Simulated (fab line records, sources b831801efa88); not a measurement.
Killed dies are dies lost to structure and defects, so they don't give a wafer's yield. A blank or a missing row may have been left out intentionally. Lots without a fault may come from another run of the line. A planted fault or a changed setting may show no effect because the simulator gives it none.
Comparing a struck lot with a sound one -- flow sky130 -- 20 out of 708 route steps
Sound: these wafers, L513.2, L513.3, L513.4. Wafers struck: L499.4, L499.5. The cause is named last.
Each step with rows lists, per side, the tool, then ch with its chambers, then its first start. Under that, the readings that differ: sound wafers -- struck wafers -- difference of the means -- sigmas: that difference in standard deviations of wafers without a fault.
alike: words and numbers the same on both sides, and readings whose means are apart by under 2 such deviations; not compared: readings that were withheld, readings missing a value for some wafer, numbers with overlapping values and no deviation given by the record, and bounds like >300 which may hide the same value.
A row with sigmas, a row that says differs or no value, or rows on one side alone: a step with any of these is where the two part. Non-overlapping numbers with no deviation appear without sigmas and do not part them. A reading that every wafer of one side lacks parts them only if that side has two wafers or more.

SKY_SONOS_TUNNEL_TW_MEAS_12:
  sound on filmMetro-01, day 17 18:23; struck on filmMetro-04, day 13 03:23
  alike: SONOS_TUNNEL_TW
then, 2 steps without rows for these wafers: SKY_SONOS_TUNNEL_CLEAN_13 (cleans in dHF, time 20 s); SKY_SONOS_ONO_OXIDATION_00 (stabilise 600 s, purge 300 s, target thk 2.6 nm).
SKY_SONOS_ONO_THK_MEAS_01:
  sound on filmMetro-01, day 17 20:31; struck on filmMetro-04, day 13 06:11
  alike: SONOS_ONO_OXIDATION_THK
then, 1 step without rows for these wafers: SKY_SONOS_ONO_CVD_02 (deposits Si3N4 from DCS/NH3, target thk 10.5 nm, time 180 s).
SKY_SONOS_ONO_THK_MEAS_03:
  sound on filmMetro-01, day 17 23:47; struck on filmMetro-02, day 13 09:07
  alike: SONOS_ONO_CVD_02_THK
then, 1 step without rows for these wafers: SKY_SONOS_ONO_CVD_04 (deposits SiO2 from SiH4/N2O, target thk 5.7199 nm).
SKY_SONOS_ONO_THK_MEAS_05:
  sound on filmMetro-04, day 18 01:06; struck on filmMetro-02, day 13 10:26
reading,sound,struck,difference,sigmas
SONOS_ONO_CVD_04_THK (nm),5.65 5.56 5.67,5.82 5.88,+0.22,+2
then, 4 steps without rows for these wafers: SKY_SONOS_ONO_DEHYDRATE_06 (time 60 s); SKY_SONOS_ONO_HMDS_07 (prime time 60 s); SKY_SONOS_ONO_COAT_08 (resist thk 1140 nm); SKY_SONOS_ONO_SOFTBAKE_09 (time 60 s).
SKY_SONOS_ONO_EXPOSE_10: exposes mask ONOM, target cd 410 nm.
  sound on ilineStepper-02 ch 0, day 18 15:50; struck on ilineStepper-02 ch 0, day 13 22:52
  alike: mask
then, 2 steps without rows for these wafers: SKY_SONOS_ONO_PEB_11; SKY_SONOS_ONO_DEVELOP_12 (develop time 60 s).
SKY_SONOS_ONO_CD_MEAS_13: the cd target is 410 nm.
  sound on cdSem-02, day 19 07:05; struck on cdSem-02, day 14 11:58
reading,sound,struck,difference,sigmas
cdNm (nm),410.3 409.3 409.1,280.6 279.4,-129.6,-59
SKY_SONOS_ONO_OVL_MEAS_14:
  sound on overlay-01, day 19 07:11; struck on overlay-01, day 14 12:03
  alike: SONOS_ONO_OVL
SKY_SONOS_ONO_ETCH_15: etches the open film in CHF3/O2, target depth 19.52 nm, time 7.8 s.
  sound on rieDiel-02 ch 1,2,3, day 19 07:13; struck on rieDiel-02 ch 1, day 14 12:04
reading,sound,struck,difference,sigmas
model.SONOS_ONO.cdNm (nm),409.9 409.8 409,280.7 279.1,-129.7,
  alike: drypumpMotorCurrentA, oesProductAu, throttleValvePct
  not compared: rfHoursCounterH
then, 1 step without rows for these wafers: SKY_SONOS_ONO_WET_ETCH_16 (etches SiO2 in dHF, target depth 14 nm, time 280 s).
-- a jump in the record: the struck wafers' starts before and after are 33 days apart (it breaks off in module SONOS_ONO and resumes in module PAD_OPEN, where the first step shown is number 708 of the route) --
SKY_PAD_OPEN_PROBE_99:
  rows exist in the record for the struck wafers here (prober-02, day 47 08:11), but not for the sound ones

== WHERE THEY PART ==
First at SKY_SONOS_ONO_THK_MEAS_05; last, within this record, at SKY_PAD_OPEN_PROBE_99.

WHY: whatever the simulator had introduced
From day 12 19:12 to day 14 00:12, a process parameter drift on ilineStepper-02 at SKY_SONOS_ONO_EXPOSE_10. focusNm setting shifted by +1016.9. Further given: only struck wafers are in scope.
